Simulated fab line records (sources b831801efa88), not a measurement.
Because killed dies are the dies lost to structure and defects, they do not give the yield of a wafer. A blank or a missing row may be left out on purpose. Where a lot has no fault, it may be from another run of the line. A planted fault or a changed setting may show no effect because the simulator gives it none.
Chamber matching	flow gf180mcu	4 sister chambers for GF_POLY_GATE_ETCH_13 on rie-si-01
The step etches poly-Si in HBr/Cl2, stops on SiO2, target depth 198.5 nm, time 72.55 s. 4 wafers are shown with their chamber, then 7 later ones without.

## WAFERS, EACH WITH ITS CHAMBER
wafer	chamber	drypump-motor-current-A (A)
L652.6	1	5.0
L659.1	0	5.2
L659.4	2	5.9
L661.5	3	6.4

## WAFERS MISSING THEIR CHAMBER
wafer	drypump-motor-current-A (A)
L661.6	5.2
L662.1	5.9
L662.3	5.0
L662.5	5.1
L671.2	5.9
L671.4	5.3
L671.5	5.2

## THE CHAMBER EACH PASSED THROUGH
wafer	from the rows above	in truth
L661.6	0	0
L662.1	2	2
L662.3	1	1
L662.5	can't be placed: 1 or 0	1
L671.2	2	2
L671.4	0	0
L671.5	0	0
Correctly placed: 6 of 7. Unplaceable from these rows: 1, with the true chamber sitting among the candidates in 1. Wrongly placed: 0.
How it was worked out, from the rows above alone: a wafer's distance from a chamber is the root of the sum, over the readings, of the square of ((its reading less the chamber's mean) divided by the reading's scatter). If the next closest chamber is less than 2 further off than the closest, the wafer can't be placed; otherwise it belongs to the closest. Each chamber's mean is taken over the wafers shown for it. The scatter: root of mean squared gap, hidden wafer to nearest shown wafer, with one shown wafer a chamber.
